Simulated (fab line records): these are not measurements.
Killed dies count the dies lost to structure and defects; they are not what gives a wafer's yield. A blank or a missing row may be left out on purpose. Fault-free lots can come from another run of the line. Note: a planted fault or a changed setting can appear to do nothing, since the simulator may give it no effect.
fab line records | flow sky130
[record] lots = 11 wafers = 33 lastDay = 50
route steps=708 shown FIELD_ISO@1 PWDE@54 NWELL@78 PAD_OPEN@708
lots untouched by any fault: they come from a run of this same line in which no faults occurred
startH: start of the lot's first displayed wafer, in hours after the record's first day | waitH: hours since the lot's step before | " repeats the value in the row above | L1.1+2: a row that stands for several wafers | - value missing, or start not given | * or withheld: withheld | < > ~ a bound
route shown NAME@n: NAME is a module with steps in the file, n the number in the route of the first one | usual: mean/standard deviation of fault-free wafers | same: alike in all rows | chamber/n: place in a boat | sites: readings site by site | _std_site: their standard deviation | _edge_site: the outer-site mean with the inner-site mean subtracted | radiusMm: how far each site lies from the wafer's centre | mask NAME#n: copy n | behind: tool/chamber where the wafer was last shaped | hold: the reason the lot was held/the length of the hold in hours/how it ended | device: the n, p or np transistor that did not switch | end of line: the same wafers' tests at the end of the route | a step with no rows: only its recipe | killed: at the first sort, the dies lost to defects and structure; wafer yield is something else | map: shows each die of a wafer: x if killed, . if not, _ if none is there
set.NAME: setting as actually run; set.NAME@STEP: the setting as run at that earlier step | model.NAME: the simulator's own value behind a step, which no gauge read
a sample of lots followed through the steps of the route, with each step as a table and each wafer as a row
services: a tool's chamber out of use, with start hour (startH, from the record's first day; less than 0 if before it), hours out, and reason
[[steps]]
[step SKY_FIELD_ISO_BOW_MEAS_00]
[recipe] mode = bow
[usual] INCOMING_BOW = 0/6.2
// columns lot.wafer tool chamber startH waitH INCOMING_BOW[um]
L373.2 filmMetro-01 - 25.02 - 16
L373.4 " - " " 4
L373.5 " - " " 5
L381.1 filmMetro-04 - 65.00 - -1
L381.3 " - " " -8
L381.6 " - " " 8
L382.2 filmMetro-03 - 70.02 - -5
L382.3 " - " " -4
L382.6 " - " " -3
L383.2 filmMetro-01 - 75.02 - 1
L383.3 " - " " 7
L383.4 " - " " 6
L387.2 filmMetro-01 - 95.02 - 5
L387.4 " - " " -1
L387.5 " - " " -2
L388.3 filmMetro-03 - 100.04 - -3
L388.4 " - " " -2
L388.5 " - " " -6
L389.1 filmMetro-03 - 105.00 - 0
L389.2 " - " " -7
L389.5 " - " " 8
L390.3 filmMetro-03 - 110.04 - 5
L390.4 " - " " -2
L390.5 " - " " -3
L391.1 filmMetro-01 - 115.00 - -1
L391.2 " - " " -6
L391.4 " - " " 1
L392.4 filmMetro-04 - 120.06 - -3
L392.5 " - " " 4
L392.6 " - " " -6
L393.2 filmMetro-04 - 125.02 - -4
L393.3 " - " " -4
L393.5 " - " " -4
[step SKY_FIELD_ISO_ETCH_15]
[recipe] chemistry = CHF3/O2 targetDepthNm = 180 stopOn = Si sourceW = 600 biasW = 200 pressureMtorr = 40 chf3FlowSccm = 50 O2_flow_sccm = 5 timeS = 72
[usual] O2_flow_sccm = 4.998/0.017 biasW = 200.0/0.59 drypumpMotorCurrentA = 5.7/0.31 oesProductAu = 0.944/0.0063 rfFwdPowerW = 595.4/2.2 throttleValvePct = 8.844/0.0093
// columns lot.wafer tool chamber startH waitH O2_flow_sccm biasW drypumpMotorCurrentA oesProductAu rfFwdPowerW rfHoursCounterH throttleValvePct
L373.2 rieDiel-01 3 45.75 0.0 4.993 201.3 5.4 0.950 596.0 36 8.831
L373.4 " 0 " " 5.011 199.0 5.4 0.945 594.6 - 8.848
L373.5 " 1 " " 4.973 199.5 6.1 0.945 597.9 - 8.847
L381.1 rieDiel-01 1 84.98 0.0 - - - - - - -
L381.3 " 0 " " - - - - - - -
L381.6 " 1 " " - - - - - - -
L382.2 rieDiel-01 2 93.40 0.0 - - - - - - -
L382.3 " 0 " " - - - - - - -
L382.6 " 1 " " - - - - - - -
L383.2 rieDiel-04 1 99.00 0.0 4.999 200.7 5.8 0.942 596.4 80 8.818
L383.3 " 3 " " 4.994 199.5 6.0 0.948 593.1 0 8.857
L383.4 " 0 " " 5.013 199.6 5.9 0.939 594.2 12 8.843
L387.2 rieDiel-03 0 117.85 0.0 5.002 200.0 5.4 0.943 595.9 4 8.830
L387.4 " 1 " " 4.994 199.5 5.3 0.931 595.6 111 8.851
L387.5 " 0 " " 5.009 200.3 5.4 0.939 595.1 - 8.834
L388.3 rieDiel-01 0 122.35 0.0 5.007 199.4 5.3 0.953 597.1 87 8.849
L388.4 " 2 " " 4.989 199.3 6.2 0.952 594.6 - 8.844
L388.5 " 0 " " 5.002 200.0 5.3 0.944 598.9 - 8.843
L389.1 rieDiel-01 3 130.58 0.0 4.989 199.8 5.4 0.946 595.1 38 8.831
L389.2 " 1 " " 4.987 200.5 6.1 0.935 594.9 0 8.834
L389.5 " 3 " " 4.995 201.1 5.3 0.942 596.8 - 8.847
L390.3 rieDiel-04 3 133.90 0.0 4.994 199.8 6.0 0.953 592.1 1 8.843
L390.4 " 1 " " 5.010 201.2 5.8 0.936 596.2 80 8.836
L390.5 " 2 " " 4.996 199.9 5.7 0.939 596.6 - 8.858
L391.1 rieDiel-01 2 139.15 0.0 5.007 200.4 6.2 0.944 599.9 2 8.852
L391.2 " 3 " " 4.985 200.2 5.4 0.955 597.5 39 8.852
L391.4 " 1 " " 5.003 200.2 6.1 0.941 596.0 0 8.848
L392.4 rieDiel-04 3 143.05 0.0 4.980 201.1 6.0 0.938 594.2 1 8.847
L392.5 " 0 " " 4.981 201.5 5.9 0.942 598.3 - 8.865
L392.6 " 3 " " 4.983 201.5 6.0 0.948 592.7 - 8.848
L393.2 rieDiel-03 0 148.05 0.0 4.987 200.2 5.4 0.944 596.0 5 8.839
L393.3 " 2 " " 4.996 200.5 5.2 0.942 593.2 12 8.852
L393.5 " 1 " " 4.983 200.0 5.3 0.941 588.4 - 8.851
[step SKY_FIELD_ISO_STRIP_16]
[recipe] chemistry = O2/N2 powerW = 1400 pressureMtorr = 1500 platenTempC = withheld o2FlowSccm = 3000 n2FlowSccm = 300 overashFraction = 0.5
[usual] drypumpMotorCurrentA = 5.71/0.27 oesProductAu = 0.379/0.0049 stripTimeToEndpointS = 3.56/0.035
// columns lot.wafer tool chamber startH waitH drypumpMotorCurrentA oesProductAu rfHoursCounterH stripTimeToEndpointS
L373.2 plasmaAsher-03 0 45.81 0.0 5.52 0.381 24 3.53
L373.4 " 1 " " 5.95 0.382 - 3.51
L373.5 " 0 " " 5.51 0.380 - 3.53
L381.1 plasmaAsher-04 0 85.03 0.0 5.27 0.446 41 5.19
L381.3 " 1 " " 6.00 0.449 - 5.20
L381.6 " 0 " " 5.26 0.449 - 5.19
L382.2 plasmaAsher-04 0 93.45 0.0 5.25 0.445 42 5.21
L382.3 " 1 " " 5.98 0.446 - 5.21
L382.6 " 0 " " 5.27 0.446 - 5.20
L383.2 plasmaAsher-04 0 99.05 0.0 5.27 0.386 42 3.59
L383.3 " 1 " " 5.99 0.382 - 3.54
L383.4 " 0 " " 5.27 0.384 - 3.54
L387.2 plasmaAsher-03 1 117.91 0.0 5.92 0.375 32 3.55
L387.4 " 1 " " 5.96 0.382 - 3.56
L387.5 " 1 " " 5.94 0.367 - 3.54
L388.3 plasmaAsher-04 0 122.44 0.1 5.24 0.384 - 3.63
L388.4 " 1 " " 5.98 0.385 - 3.52
L388.5 " 0 " " 5.25 0.381 - 3.64
L389.1 plasmaAsher-03 1 130.63 0.0 5.90 0.380 33 3.50
L389.2 " 0 " " 5.53 0.374 33 3.58
L389.5 " 1 " " 5.91 0.383 - 3.52
L390.3 plasmaAsher-03 1 133.99 0.1 5.88 0.372 - 3.54
L390.4 " 0 " " 5.53 0.386 - 3.63
L390.5 " 1 " " 5.88 0.391 - 3.65
L391.1 plasmaAsher-03 1 139.21 0.0 5.91 0.380 34 3.51
L391.2 " 0 " " 5.54 0.368 34 3.50
L391.4 " 1 " " 5.91 0.372 - 3.59
L392.4 plasmaAsher-04 1 143.14 0.1 5.96 0.378 - 3.51
L392.5 " 1 " " 6.00 0.377 - 3.53
L392.6 " 0 " " 5.27 0.371 - 3.52
L393.2 plasmaAsher-04 1 148.11 0.0 5.99 0.382 48 3.61
L393.3 " 1 " " 5.99 0.379 - 3.58
L393.5 " 1 " " 5.99 0.379 - 3.59
[step SKY_PWDE_STRIP_09]
[recipe] chemistry = O2/N2 powerW = 1400 pressureMtorr = 1500 platenTempC = withheld o2FlowSccm = 3000 n2FlowSccm = 300 overashFraction = 0.5
[usual] drypumpMotorCurrentA = 6.1/0.35 oesProductAu = 0.722/0.0043 stripTimeToEndpointS = 36.91/0.11
// columns lot.wafer tool chamber startH waitH drypumpMotorCurrentA oesProductAu rfHoursCounterH stripTimeToEndpointS
L373.2 plasmaAsher-02 0 86.00 0.1 5.6 0.713 39 36.92
L373.4 " 1 " " 6.0 0.719 - 36.91
L373.5 " 1 " " 6.0 0.729 - 36.94
L383.2 plasmaAsher-03 1 141.80 0.1 5.9 0.726 35 36.98
L383.3 " 1 " " 5.9 0.723 - 36.98
L383.4 " 0 " " 5.5 0.723 - 37.02
L387.2 plasmaAsher-01 0 164.75 0.1 6.3 0.724 6 36.81
L387.4 " 0 " " 6.2 0.727 - 36.87
L387.5 " 1 " " 6.5 0.724 - 36.93
L388.3 plasmaAsher-03 1 172.08 0.1 5.9 0.722 - 36.72
L388.4 " 0 " " 5.5 0.718 - 36.74
L388.5 " 1 " " 6.0 0.724 - 36.68
L389.1 plasmaAsher-02 1 180.02 0.1 6.0 0.732 46 36.86
L389.2 " 0 " " 5.6 0.719 46 36.91
L389.5 " 0 " " 5.6 0.721 - 36.88
L390.3 plasmaAsher-01 0 181.74 0.1 6.2 0.726 - 36.98
L390.4 " 1 " " 6.5 0.721 - 37.03
L390.5 " 0 " " 6.2 0.721 - 37.10
L391.1 plasmaAsher-01 1 186.00 0.1 6.5 0.721 7 36.74
L391.2 " 0 " " 6.3 0.726 7 36.79
L391.4 " 1 " " 6.5 0.725 - 36.68
L392.4 plasmaAsher-01 0 190.79 0.1 6.3 0.724 - 36.93
L392.5 " 1 " " 6.5 0.726 - 36.83
L392.6 " 0 " " 6.3 0.726 - 36.91
L393.2 plasmaAsher-02 1 198.05 0.1 6.0 0.723 48 36.93
L393.3 " 0 " " 5.6 0.726 - 36.94
L393.5 " 0 " " 5.6 0.723 - 36.86
[step SKY_NWELL_STRIP_25]
[recipe] chemistry = O2/N2 powerW = 1400 pressureMtorr = 1500 platenTempC = withheld o2FlowSccm = 3000 n2FlowSccm = 300 overashFraction = 0.5
[usual] drypumpMotorCurrentA = 5.8/0.39 oesProductAu = 0.722/0.0053 stripTimeToEndpointS = 36.97/0.096
// columns lot.wafer tool chamber startH waitH drypumpMotorCurrentA oesProductAu rfHoursCounterH stripTimeToEndpointS
L373.2 plasmaAsher-01 1 120.77 0.1 6.5 0.733 0 36.83
L373.4 " 0 " " 6.3 0.729 - 36.90
L373.5 " 0 " " 6.2 0.721 - 36.87
L383.2 plasmaAsher-02 1 180.75 0.1 6.0 0.714 46 36.86
L383.3 " 0 " " 5.6 0.715 - 37.04
L383.4 " 1 " " 6.0 0.725 - 37.01
L387.2 plasmaAsher-04 0 206.92 0.1 5.2 0.723 54 37.05
L387.4 " 1 " " 5.9 0.720 - 36.95
L387.5 " 1 " " 6.0 0.723 - 36.98
L388.3 plasmaAsher-04 1 215.16 0.1 6.1 0.720 - 37.16
L388.4 " 0 " " 5.3 0.722 - 37.08
L388.5 " 1 " " 6.0 0.712 - 37.02
L389.1 plasmaAsher-02 0 223.75 0.1 5.6 0.719 50 37.05
L389.2 " 1 " " 6.0 0.722 50 37.05
L389.5 " 1 " " 6.0 0.723 - 36.97
L390.3 plasmaAsher-02 0 225.65 0.1 5.6 0.727 - 37.02
L390.4 " 1 " " 6.0 0.721 - 37.01
L390.5 " 1 " " 6.0 0.728 - 36.97
L391.1 plasmaAsher-04 1 229.57 0.1 6.0 0.730 56 37.00
L391.2 " 0 " " 5.3 0.720 56 36.98
L391.4 " 1 " " 6.0 0.718 - 36.92
L392.4 plasmaAsher-04 0 235.09 0.1 5.2 0.720 - 36.82
L392.5 " 1 " " 6.0 0.732 - 36.80
L392.6 " 0 " " 5.2 0.720 - 36.77
L393.2 plasmaAsher-01 1 242.47 0.1 6.5 0.719 13 37.12
L393.3 " 0 " " 6.3 0.725 - 37.08
L393.5 " 1 " " 6.5 0.724 - 36.96
[step SKY_PAD_OPEN_PROBE_99]
[usual] killed_at_M0_to_M3 = 42/6.6 killed_at_M4_up = 3.1/1.9 killedAtContacts = 25/5.7 killedAtFrontEnd = 16/5 killedAtOther = 0.2/0.38 killedDies = 86/9.6 killedOnRim = 16/4 killedOpen = 47/7.2 killedShort = 39/6.2
[same] grossDies = 492 killedAtBackSide = 0
// columns lot.wafer tool chamber startH waitH killed_at_M0_to_M3 killed_at_M4_up killedAtContacts killedAtFrontEnd killedAtOther killedDies killedOnRim killedOpen killedShort
L373.2 prober-02 - 1094.49 0.1 51 5 17 9 0 82 17 40 42
L373.4 prober-02 - 1094.59 0.2 36 3 34 14 0 87 15 43 44
L373.5 prober-02 - 1094.64 0.2 32 7 28 23 0 90 24 38 52
L381.1 prober-02 - 1147.68 0.1 34 2 30 426 0 492 96 46 39
L381.3 prober-02 - 1147.78 0.2 38 4 27 422 1 492 96 54 35
L381.6 prober-02 - 1147.93 0.2 44 8 29 410 1 492 96 54 41
L382.2 prober-01 - 1149.18 0.1 43 6 25 417 1 492 96 49 40
L382.3 prober-01 - 1149.23 0.2 48 0 15 428 1 492 96 37 45
L382.6 prober-01 - 1149.38 0.2 47 4 21 420 0 492 96 43 48
L383.2 prober-02 - 1152.74 0.1 35 6 35 20 0 96 19 49 47
L383.3 prober-02 - 1152.79 0.2 34 3 27 16 0 80 15 40 40
L383.4 prober-02 - 1152.84 0.2 52 4 28 13 0 97 19 51 46
L387.2 prober-02 - 1177.10 0.1 44 2 28 7 1 82 11 48 34
L387.4 prober-02 - 1177.20 0.2 36 2 25 11 0 74 15 36 38
L387.5 prober-02 - 1177.25 0.2 57 3 25 12 0 97 22 53 41
L388.3 prober-01 - 1178.76 0.2 51 2 20 15 0 88 16 46 42
L388.4 prober-01 - 1178.81 0.2 50 8 19 10 0 87 17 46 41
L388.5 prober-01 - 1178.86 0.2 39 2 19 26 0 86 16 44 42
L389.1 prober-02 - 1189.76 0.1 53 3 30 14 1 101 21 59 42
L389.2 prober-02 - 1189.81 0.1 48 1 22 11 0 82 16 49 33
L389.5 prober-02 - 1189.96 0.2 47 1 27 7 0 82 21 46 36
L390.3 prober-01 - 1191.95 0.2 35 8 19 18 0 80 15 45 35
L390.4 prober-01 - 1192.00 0.2 40 3 19 14 0 76 14 42 34
L390.5 prober-01 - 1192.05 0.2 43 2 22 14 0 81 17 45 36
L391.1 prober-02 - 1193.35 0.1 33 5 23 20 0 81 18 44 37
L391.2 prober-02 - 1193.40 0.1 39 2 21 16 0 78 15 42 36
L391.4 prober-02 - 1193.50 0.2 30 2 24 11 0 67 9 40 27
L392.4 prober-01 - 1195.65 0.2 57 4 20 17 0 98 20 59 39
L392.5 prober-01 - 1195.70 0.2 35 4 21 25 0 85 12 44 41
L392.6 prober-01 - 1195.75 0.2 42 4 16 12 0 74 10 36 38
L393.2 prober-02 - 1197.85 0.1 35 4 20 16 0 75 11 43 32
L393.3 prober-02 - 1197.90 0.2 43 4 24 5 0 76 17 43 33
L393.5 prober-02 - 1198.00 0.2 38 5 22 9 0 74 18 40 34
// killed by level:class
L373.2 METAL1:geometricParticle:short=11 VIA1:geometricParticle:open=8 VIA1:geometricParticle:short=8 VIA3:geometricParticle:open=6 CONTACT:geometricParticle:open=6 VIA2:geometricParticle:open=6 METAL2:geometricParticle:short=5 METAL3:geometricParticle:short=4
L373.4 CONTACT:geometricParticle:open=16 LOCAL_INTERCONNECT:geometricParticle:short=8 VIA3:geometricParticle:open=8 METAL1:geometricParticle:short=6 VIA1:geometricParticle:open=6 POLY_GATE:geometricParticle:open=5 VIA2:geometricParticle:short=5 FIELD_ISO:geometricParticle:short=4
L373.5 POLY_GATE:geometricParticle:short=8 CONTACT:geometricParticle:short=8 LOCAL_INTERCONNECT:geometricParticle:short=7 POLY_GATE:geometricParticle:open=6 CONTACT:geometricParticle:open=6 VIA1:geometricParticle:open=6 FIELD_ISO:geometricParticle:short=5 METAL1:geometricParticle:short=5
L381.1 FIELD_ISO:areaEtch=407 CONTACT:geometricParticle:open=11 FIELD_ISO:geometricParticle:open=7 LI_CONTACT:geometricParticle:open=7 VIA3:geometricParticle:open=7 FIELD_ISO:geometricParticle:short=6 VIA1:geometricParticle:short=6 LOCAL_INTERCONNECT:geometricParticle:short=5
L381.3 FIELD_ISO:areaEtch=403 VIA1:geometricParticle:open=12 LI_CONTACT:geometricParticle:open=10 FIELD_ISO:geometricParticle:open=9 CONTACT:geometricParticle:open=9 VIA2:geometricParticle:open=6 FIELD_ISO:geometricParticle:short=4 CONTACT:geometricParticle:short=4
L381.6 FIELD_ISO:areaEtch=397 LI_CONTACT:geometricParticle:open=10 VIA1:geometricParticle:open=9 CONTACT:geometricParticle:open=8 FIELD_ISO:geometricParticle:open=6 VIA1:geometricParticle:short=6 METAL4:geometricParticle:short=6 METAL2:geometricParticle:short=5
L382.2 FIELD_ISO:areaEtch=403 LI_CONTACT:geometricParticle:open=12 VIA1:geometricParticle:open=10 METAL2:geometricParticle:short=8 CONTACT:geometricParticle:open=6 METAL1:geometricParticle:short=6 POLY_GATE:geometricParticle:open=5 LOCAL_INTERCONNECT:geometricParticle:short=5
L382.3 FIELD_ISO:areaEtch=410 METAL1:geometricParticle:short=11 VIA1:geometricParticle:open=10 FIELD_ISO:geometricParticle:short=7 METAL2:geometricParticle:short=7 CONTACT:geometricParticle:short=6 VIA3:geometricParticle:open=6 FIELD_ISO:geometricParticle:open=4
L382.6 FIELD_ISO:areaEtch=401 VIA1:geometricParticle:open=10 METAL1:geometricParticle:short=8 LI_CONTACT:geometricParticle:open=6 VIA2:geometricParticle:open=6 FIELD_ISO:geometricParticle:short=5 POLY_GATE:geometricParticle:short=5 CONTACT:geometricParticle:open=5
L383.2 CONTACT:geometricParticle:open=12 VIA1:geometricParticle:open=8 CONTACT:geometricParticle:short=7 LI_CONTACT:geometricParticle:open=7 METAL2:geometricParticle:short=6 SONOS_ONO:geometricParticle:open=5 POLY_GATE:geometricParticle:short=5 VIA1:geometricParticle:short=5
L383.3 METAL2:geometricParticle:short=10 CONTACT:geometricParticle:short=9 CONTACT:geometricParticle:open=8 LI_CONTACT:geometricParticle:open=7 VIA1:geometricParticle:open=5 POLY_GATE:geometricParticle:short=4 VIA1:geometricParticle:short=4 VIA3:geometricParticle:open=4
L383.4 VIA1:geometricParticle:open=16 LI_CONTACT:geometricParticle:open=8 LOCAL_INTERCONNECT:geometricParticle:short=7 METAL2:geometricParticle:short=7 VIA2:geometricParticle:open=7 VIA3:geometricParticle:open=6 VIA2:geometricParticle:short=5 FIELD_ISO:geometricParticle:open=4
L387.2 CONTACT:geometricParticle:open=15 METAL1:geometricParticle:short=11 VIA1:geometricParticle:open=10 VIA2:geometricParticle:open=5 VIA3:geometricParticle:open=5 POLY_GATE:geometricParticle:short=4 LI_CONTACT:geometricParticle:open=4 CONTACT:geometricParticle:short=4
L387.4 CONTACT:geometricParticle:open=7 VIA2:geometricParticle:open=7 VIA1:geometricParticle:open=6 METAL2:geometricParticle:short=6 FIELD_ISO:geometricParticle:short=5 CONTACT:geometricParticle:short=5 LI_CONTACT:geometricParticle:open=5 VIA1:geometricParticle:short=5
L387.5 VIA1:geometricParticle:open=12 VIA3:geometricParticle:open=10 CONTACT:geometricParticle:open=9 VIA2:geometricParticle:open=8 LI_CONTACT:geometricParticle:open=7 LOCAL_INTERCONNECT:geometricParticle:short=6 VIA1:geometricParticle:short=6 METAL1:geometricParticle:short=5
L388.3 VIA1:geometricParticle:open=16 VIA3:geometricParticle:open=10 CONTACT:geometricParticle:open=8 CONTACT:geometricParticle:short=7 METAL2:geometricParticle:short=7 POLY_GATE:geometricParticle:short=6 FIELD_ISO:geometricParticle:short=5 VIA1:geometricParticle:short=4
L388.4 CONTACT:geometricParticle:open=10 VIA3:geometricParticle:open=8 VIA2:geometricParticle:open=8 METAL4:geometricParticle:short=7 VIA1:geometricParticle:open=7 METAL2:geometricParticle:short=7 METAL3:geometricParticle:short=5 CONTACT:geometricParticle:short=5
L388.5 VIA1:geometricParticle:open=9 FIELD_ISO:geometricParticle:open=8 METAL2:geometricParticle:short=8 CONTACT:geometricParticle:open=7 FIELD_ISO:geometricParticle:short=5 LI_CONTACT:geometricParticle:open=4 METAL1:geometricParticle:short=4 VIA1:geometricParticle:short=4
L389.1 CONTACT:geometricParticle:open=15 VIA1:geometricParticle:open=14 VIA2:geometricParticle:open=8 METAL2:geometricParticle:short=7 VIA3:geometricParticle:open=6 FIELD_ISO:geometricParticle:open=5 LI_CONTACT:geometricParticle:open=5 VIA1:geometricParticle:short=5
L389.2 VIA1:geometricParticle:open=15 CONTACT:geometricParticle:open=8 VIA2:geometricParticle:open=7 CONTACT:geometricParticle:short=6 LOCAL_INTERCONNECT:geometricParticle:short=5 METAL1:geometricParticle:short=5 VIA1:geometricParticle:short=5 VIA3:geometricParticle:open=4
L389.5 LI_CONTACT:geometricParticle:open=10 CONTACT:geometricParticle:open=10 VIA3:geometricParticle:open=8 METAL2:geometricParticle:short=7 METAL1:geometricParticle:short=6 VIA1:geometricParticle:open=6 VIA2:geometricParticle:open=6 VIA3:geometricParticle:short=6
L390.3 VIA1:geometricParticle:open=9 CONTACT:geometricParticle:open=9 METAL1:geometricParticle:short=7 LOCAL_INTERCONNECT:geometricParticle:short=6 POLY_GATE:geometricParticle:short=5 VIA2:geometricParticle:open=5 VIA3:geometricParticle:open=5 METAL4:geometricParticle:short=5
L390.4 LI_CONTACT:geometricParticle:open=9 VIA1:geometricParticle:open=7 VIA3:geometricParticle:open=6 FIELD_ISO:geometricParticle:short=5 CONTACT:geometricParticle:open=5 METAL1:geometricParticle:short=5 VIA1:geometricParticle:short=5 VIA2:geometricParticle:short=5
L390.5 VIA1:geometricParticle:open=10 CONTACT:geometricParticle:open=9 VIA1:geometricParticle:short=8 METAL1:geometricParticle:short=7 VIA2:geometricParticle:open=6 FIELD_ISO:geometricParticle:open=5 METAL2:geometricParticle:short=5 LI_CONTACT:geometricParticle:open=4
L391.1 LI_CONTACT:geometricParticle:open=8 CONTACT:geometricParticle:open=7 VIA1:geometricParticle:open=6 FIELD_ISO:geometricParticle:open=5 FIELD_ISO:geometricParticle:short=5 CONTACT:geometricParticle:short=5 VIA1:geometricParticle:short=5 METAL2:geometricParticle:short=5
L391.2 VIA1:geometricParticle:open=12 METAL1:geometricParticle:short=8 CONTACT:geometricParticle:open=7 LOCAL_INTERCONNECT:geometricParticle:short=6 VIA2:geometricParticle:open=6 VIA3:geometricParticle:short=5 FIELD_ISO:geometricParticle:short=4 LI_CONTACT:geometricParticle:open=4
L391.4 VIA1:geometricParticle:open=11 CONTACT:geometricParticle:open=7 LI_CONTACT:geometricParticle:open=6 LOCAL_INTERCONNECT:geometricParticle:short=6 POLY_GATE:geometricParticle:open=5 VIA2:geometricParticle:open=5 METAL2:geometricParticle:short=3 VIA3:geometricParticle:short=3
L392.4 VIA1:geometricParticle:open=14 VIA3:geometricParticle:open=10 VIA1:geometricParticle:short=9 POLY_GATE:geometricParticle:open=7 LI_CONTACT:geometricParticle:open=7 METAL2:geometricParticle:short=6 VIA2:geometricParticle:open=6 CONTACT:geometricParticle:open=5
L392.5 VIA1:geometricParticle:open=10 FIELD_ISO:geometricParticle:short=6 POLY_GATE:geometricParticle:open=6 CONTACT:geometricParticle:open=6 METAL2:geometricParticle:short=6 FIELD_ISO:geometricParticle:open=5 CONTACT:geometricParticle:short=5 VIA1:geometricParticle:short=4
L392.6 METAL2:geometricParticle:short=9 VIA1:geometricParticle:open=9 LOCAL_INTERCONNECT:geometricParticle:short=5 VIA2:geometricParticle:open=5 FIELD_ISO:geometricParticle:short=4 LI_CONTACT:geometricParticle:open=3 CONTACT:geometricParticle:open=3 VIA1:geometricParticle:short=3
L393.2 CONTACT:geometricParticle:open=11 VIA1:geometricParticle:open=9 POLY_GATE:geometricParticle:open=6 METAL1:geometricParticle:short=5 VIA3:geometricParticle:short=5 LI_CONTACT:geometricParticle:open=4 VIA1:geometricParticle:short=4 METAL4:geometricParticle:short=4
L393.3 VIA3:geometricParticle:open=10 VIA1:geometricParticle:open=10 CONTACT:geometricParticle:open=7 CONTACT:geometricParticle:short=6 LI_CONTACT:geometricParticle:open=5 VIA2:geometricParticle:open=5 VIA1:geometricParticle:short=4 METAL2:geometricParticle:short=4
L393.5 VIA1:geometricParticle:open=8 CONTACT:geometricParticle:open=7 LI_CONTACT:geometricParticle:open=6 VIA3:geometricParticle:open=6 CONTACT:geometricParticle:short=5 VIA1:geometricParticle:short=5 METAL1:geometricParticle:short=4 VIA2:geometricParticle:open=4
[[services]]
// columns tool chamber startH hours kind
rieDiel-04 1 24.48 11.5 repair
rieDiel-01 3 26.94 1.7 repair
rieDiel-01 - 29.98 14.6 pm
rieDiel-01 2 44.58 - clean
rieDiel-01 2 44.58 21.3 scheduledDown
rieDiel-01 2 44.58 21.3 ventCycle
plasmaAsher-01 - 48.06 12.1 repair
plasmaAsher-04 - 48.53 0.8 repair
rieDiel-01 1 52.01 6.7 repair
rieDiel-03 1 88.30 16.4 repair
plasmaAsher-04 - 93.76 3.0 repair
rieDiel-01 1 106.99 - clean
rieDiel-01 1 106.99 20.2 scheduledDown
plasmaAsher-01 - 108.75 9.0 pm
plasmaAsher-02 - 118.22 33.8 repair
rieDiel-03 1 137.25 5.7 repair
plasmaAsher-04 - 145.26 1.1 repair
rieDiel-03 1 152.85 4.8 repair
rieDiel-01 1 159.47 16.7 repair
rieDiel-03 0 169.31 9.6 repair
plasmaAsher-01 - 175.24 3.8 repair
rieDiel-04 - 180.36 2.8 pm
plasmaAsher-03 - 194.18 3.4 repair
rieDiel-01 2 213.72 9.5 repair
[[key]]
[firstSign] step = SKY_FIELD_ISO_ETCH_15 reading = toolRecord direction = missing
[effect] step = SKY_FIELD_ISO_STRIP_16 reading = stripTimeToEndpointS direction = up sigmas = 47 usual = * struck = *
[effect] step = SKY_PAD_OPEN_PROBE_99 reading = killedAtFrontEnd direction = up sigmas = 81 usual = 16 struck = 420
[moreKillsBornAt] SKY_FIELD_ISO_ETCH_15@rieDiel-01 = 2421
metAt SKY_FIELD_ISO_ETCH_15
struckLots L381,L382
laterRowsLeftOut L381.1,L381.3,L381.6,L382.2,L382.3,L382.6
testerLeftOut L381,L382
notActingAt SKY_FIELD_ISO_BOW_MEAS_00,SKY_PWDE_STRIP_09,SKY_NWELL_STRIP_25
onsetBetween 45.75 84.98
[fault] kind = skippedStepWhole tool = rieDiel-01 chamber = - onsetH = 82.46 steps = SKY_FIELD_ISO_ETCH_15 scope = struckLotsOnly
// testerLeftOut: of these lots the tester's yield and bins aren't shown, on N5 and GAA mostly nor the transistor test; their killed dies are dies lost to structure and defects alone, not to doping, threshold or leakage, so they don't give the yield
// laterRowsLeftOut: the simulator's readings of these wafers behind a module that went badly wrong aren't trusted and aren't shown, but for the sort
